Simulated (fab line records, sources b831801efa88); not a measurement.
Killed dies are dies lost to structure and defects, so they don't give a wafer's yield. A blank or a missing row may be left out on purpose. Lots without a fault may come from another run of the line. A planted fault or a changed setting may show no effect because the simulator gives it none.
Which tool did it? | flow sky130 | 15 lots, 45 wafers sampled, at 4 steps of a route of 708

WHAT THE GAUGES READ, wafer by wafer
SKY_PAD_OPEN_BOW_MEAS_13.
lot  | measured     | on            | PAD_OPEN_BOW (um)
L793 | day 45 10:59 | film_metro-02 | 55 48 44
L796 | day 47 09:01 | film_metro-01 | 46 44 54
L798 | day 47 16:47 | film_metro-02 | 38 45 51
L797 | day 47 17:51 | film_metro-02 | 32 34 33
L799 | day 47 21:46 | film_metro-03 | 48 53 46
L800 | day 48 03:55 | film_metro-02 | 34 41 39
L803 | day 48 10:10 | film_metro-01 | 46 37 31
L802 | day 48 11:35 | film_metro-01 | 39 45 41
L804 | day 49 00:02 | film_metro-01 | 47 51 45
L808 | day 49 09:10 | film_metro-01 | 44 47 48
L815 | day 50 15:31 | film_metro-01 | 56 53 66
L816 | day 50 20:07 | film_metro-01 | 56 49 46

WHICH TOOL RAN EACH LOT (tool, then ch and the chambers of the sampled wafers, then the start)
lot  | SKY_VIA4_CMP_02               | SKY_PASSIVATION_CVD_02          | SKY_PAD_OPEN_STRIP_08
L793 | cmp-02 ch 1,2,3, day 41 12:12 | pecvd-01 ch 0,2, day 43 12:52   | plasma_asher-04 ch 0,1, day 45 08:53
L796 | cmp-01 ch 0,1,3, day 43 15:35 | pecvd-04 ch 0,1, day 45 13:33   | plasma_asher-04 ch 0,1, day 47 06:54
L798 | cmp-01 ch 0,1, day 43 23:52   | pecvd-04 ch 0,2, day 45 21:17   | plasma_asher-03 ch 0, day 47 14:15
L797 | cmp-01 ch 0,1,2, day 44 02:04 | pecvd-01 ch 0,1,2, day 45 23:11 | plasma_asher-04 ch 0,1, day 47 15:38
L799 | cmp-01 ch 0,2, day 44 06:30   | pecvd-04 ch 0,1,2, day 46 02:25 | plasma_asher-02 ch 0,1, day 47 19:26
L800 | cmp-01 ch 1,2,3, day 44 11:41 | pecvd-01 ch 0,1, day 46 08:28   | plasma_asher-04 ch 0,1, day 48 01:29
L803 | cmp-01 ch 0,1, day 44 18:52   | pecvd-01 ch 0,1, day 46 15:50   | plasma_asher-02 ch 0,1, day 48 07:38
L802 | cmp-01 ch 0,2,3, day 44 20:23 | pecvd-01 ch 0,2, day 46 16:25   | plasma_asher-04 ch 0,1, day 48 09:08
L804 | cmp-01 ch 0,1,2, day 45 10:26 | pecvd-01 ch 0,2, day 47 06:13   | plasma_asher-03 ch 0,1, day 48 21:53
L808 | cmp-02 ch 1,2, day 45 22:50   | pecvd-04 ch 0,1, day 47 17:46   | plasma_asher-03 ch 0,1, day 49 07:02
L809 | cmp-01 ch 1,3, day 46 06:02   | pecvd-04 ch 0,2, day 48 01:32   | -
L810 | cmp-01 ch 2,3, day 46 07:14   | pecvd-03 ch 0,2, day 48 04:32   | -
L811 | cmp-02 ch 1,2,3, day 46 13:05 | pecvd-03 ch 1,2, day 48 08:08   | -
L815 | cmp-02 ch 1,2,3, day 47 11:55 | pecvd-04 ch 1,2, day 49 04:32   | plasma_asher-04 ch 0,1, day 50 13:25
L816 | cmp-02 ch 0,1,3, day 47 18:59 | pecvd-03 ch 0,1,2, day 49 09:05 | plasma_asher-04 ch 0,1, day 50 17:56
- SKY_VIA4_CMP_02: polishes SiO2.
- SKY_PASSIVATION_CVD_02: deposits Si3N4, target thk 540 nm.
- SKY_PAD_OPEN_STRIP_08: strips in O2/N2.

WHAT THE TOOLS THEMSELVES READ (means of the sampled wafers that have a number; where no wafer has one, the mark that the record gives instead)
SKY_VIA4_CMP_02.
lot  | tool   | motor_current_A (A)
L793 | cmp-02 | 11.4
L796 | cmp-01 | 11.5
L798 | cmp-01 | 11.7
L797 | cmp-01 | 11.1
L799 | cmp-01 | 11.9
L800 | cmp-01 | 10.4
L803 | cmp-01 | 12.5
L802 | cmp-01 | 11.4
L804 | cmp-01 | 11.1
L808 | cmp-02 | 11.4
L809 | cmp-01 | 11.2
L810 | cmp-01 | 9.9
L811 | cmp-02 | 11.6
L815 | cmp-02 | 11.5
L816 | cmp-02 | 11.1

SKY_PASSIVATION_CVD_02.
lot  | tool     | heater_power_outer_w (W) | heater_power_w (W)
L793 | pecvd-01 | 560                      | 919
L796 | pecvd-04 | 401                      | 669
L798 | pecvd-04 | 426                      | 674
L797 | pecvd-01 | 528                      | 846
L799 | pecvd-04 | 410                      | 668
L800 | pecvd-01 | 506                      | 750
L803 | pecvd-01 | 586                      | 889
L802 | pecvd-01 | 517                      | 858
L804 | pecvd-01 | 535                      | 884
L808 | pecvd-04 | 395                      | 652
L809 | pecvd-04 | -                        | -
L810 | pecvd-03 | -                        | -
L811 | pecvd-03 | -                        | -
L815 | pecvd-04 | 426                      | 708
L816 | pecvd-03 | 447                      | 768

SKY_PAD_OPEN_STRIP_08.
lot  | tool            | drypump_motor_current_A (A) | oes_product_au (a.u.)
L793 | plasma_asher-04 | 5.5                         | 0.659
L796 | plasma_asher-04 | 5.4                         | 0.658
L798 | plasma_asher-03 | 4.9                         | 0.665
L797 | plasma_asher-04 | 5.4                         | 0.661
L799 | plasma_asher-02 | 6.0                         | 0.662
L800 | plasma_asher-04 | 5.5                         | 0.665
L803 | plasma_asher-02 | 6.2                         | 0.662
L802 | plasma_asher-04 | 5.5                         | 0.659
L804 | plasma_asher-03 | 4.9                         | 0.669
L808 | plasma_asher-03 | 4.9                         | 0.670
L815 | plasma_asher-04 | 5.5                         | 0.664
L816 | plasma_asher-04 | 5.5                         | 0.665

THE ANSWER, worked out from the rows above alone
Rule: what is usual is taken from the lots themselves. Put in order of their means at a reading, lots are off if they are a third of the lots or fewer, leave a main group of 4 or more, and stand apart from it by a gap of 3 or more times the standard deviation of the main group's means; of several such gaps the widest counts. A main group whose means are all the same, to the digits that the tables above print for the reading, isn't used. A lot without any number at a reading at which 4 lots or more have one is off too. The other lots that the step has rows for count as sound. The gauges are gone through in route order, then the tools' own readings, and for those a lot's mean is taken as printed above. The first step at which some lot is off is used, and at that step the reading that is off furthest; a lot without a number counts as furthest.
Off: L809, L810, L811, at SKY_PASSIVATION_CVD_02 (heater_power_outer_w). Without a number there: L809, L810, L811. The main group: mean 478 W, standard deviation 65.
A tool fits if, at that step or a process step before it, it ran every lot that is off, and no sound lot after the first of them. None of those tried fits.

WHAT THE SIMULATOR HAD PUT IN
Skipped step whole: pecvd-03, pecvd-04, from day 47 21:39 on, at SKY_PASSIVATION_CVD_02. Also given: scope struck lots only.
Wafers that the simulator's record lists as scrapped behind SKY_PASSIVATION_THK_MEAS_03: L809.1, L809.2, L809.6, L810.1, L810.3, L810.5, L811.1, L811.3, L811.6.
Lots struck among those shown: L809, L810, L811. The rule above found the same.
